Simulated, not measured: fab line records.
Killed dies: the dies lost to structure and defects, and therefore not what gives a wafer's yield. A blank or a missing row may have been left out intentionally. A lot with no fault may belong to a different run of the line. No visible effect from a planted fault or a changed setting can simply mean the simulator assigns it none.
The tool behind it: which one? | flow gf180mcu | 18 wafers from 6 lots sampled at 4 of the route's 602 steps

## WHAT EACH GAUGE READ, for each wafer
GF_V5_THK_MEAS_03.
lot  | measured     | on            | V5_CVD_02_THK (nm)
L156 | day 26 15:57 | film_metro-02 | 1435 1448 1456
L162 | day 28 17:07 | film_metro-03 | 1415 1575 1429 1415 1576 1429
L169 | day 30 15:16 | film_metro-03 | 1432 1429 1432
L173 | day 31 17:04 | film_metro-02 | 1469 1467 1464
L176 | day 32 11:53 | film_metro-02 | 1440 1439 1461
L178 | day 33 06:55 | film_metro-02 | 1444 1443 1456

## WHAT TOOL EACH LOT RAN ON (gives the tool, then ch and the chambers of the sampled wafers, and finally the start)
lot  | GF_MIM_SPUTTER_08            | GF_MIM_STRIP_20                      | GF_V5_CVD_02
L156 | pvd_sputter-04, day 24 20:25 | plasma_asher-03 ch 0,1, day 25 17:50 | pecvd-04 ch 1,2, day 26 15:50
L162 | pvd_sputter-02, day 27 00:17 | plasma_asher-03 ch 0,1, day 27 20:39 | pecvd-01 ch 0,1, day 28 17:01
L169 | pvd_sputter-03, day 29 01:13 | plasma_asher-03 ch 0,1, day 29 19:09 | pecvd-04 ch 1,2, day 30 15:10
L173 | pvd_sputter-03, day 30 03:45 | plasma_asher-02 ch 0,1, day 30 22:05 | pecvd-02 ch 1,2, day 31 16:56
L176 | pvd_sputter-02, day 30 22:46 | plasma_asher-02 ch 0,1, day 31 17:06 | pecvd-04 ch 0,1, day 32 11:47
L178 | pvd_sputter-04, day 31 19:48 | plasma_asher-01 ch 0,1, day 32 12:53 | pecvd-01 ch 0,1,2, day 33 06:47
- GF_MIM_SPUTTER_08: material AlCu, target thk 200 nm, time 10.6 s.
- GF_MIM_STRIP_20: strips in O2/N2.
- GF_V5_CVD_02: deposits SiO2 from TEOS, target thk 1450 nm, time 163.28 s.

## THE ANSWER, worked out from the rows above alone
Rule: usual is defined by the lots themselves. Put in order of their means at a reading, lots are off if they are a third of the lots or fewer, leave a main group of 4 or more, and stand apart from it by a gap of 3 or more times the standard deviation of the main group's means; of several such gaps the widest counts. The tables above print the reading to a certain number of digits; a main group whose means all agree to those digits is not used. Also off: a lot with no number at a reading for which 4 or more lots have one. Where the step has rows for the other lots, those lots are counted as sound.
No lot is off at any reading shown: from this, nothing can be told.

## WHAT WAS PUT IN BY THE SIMULATOR
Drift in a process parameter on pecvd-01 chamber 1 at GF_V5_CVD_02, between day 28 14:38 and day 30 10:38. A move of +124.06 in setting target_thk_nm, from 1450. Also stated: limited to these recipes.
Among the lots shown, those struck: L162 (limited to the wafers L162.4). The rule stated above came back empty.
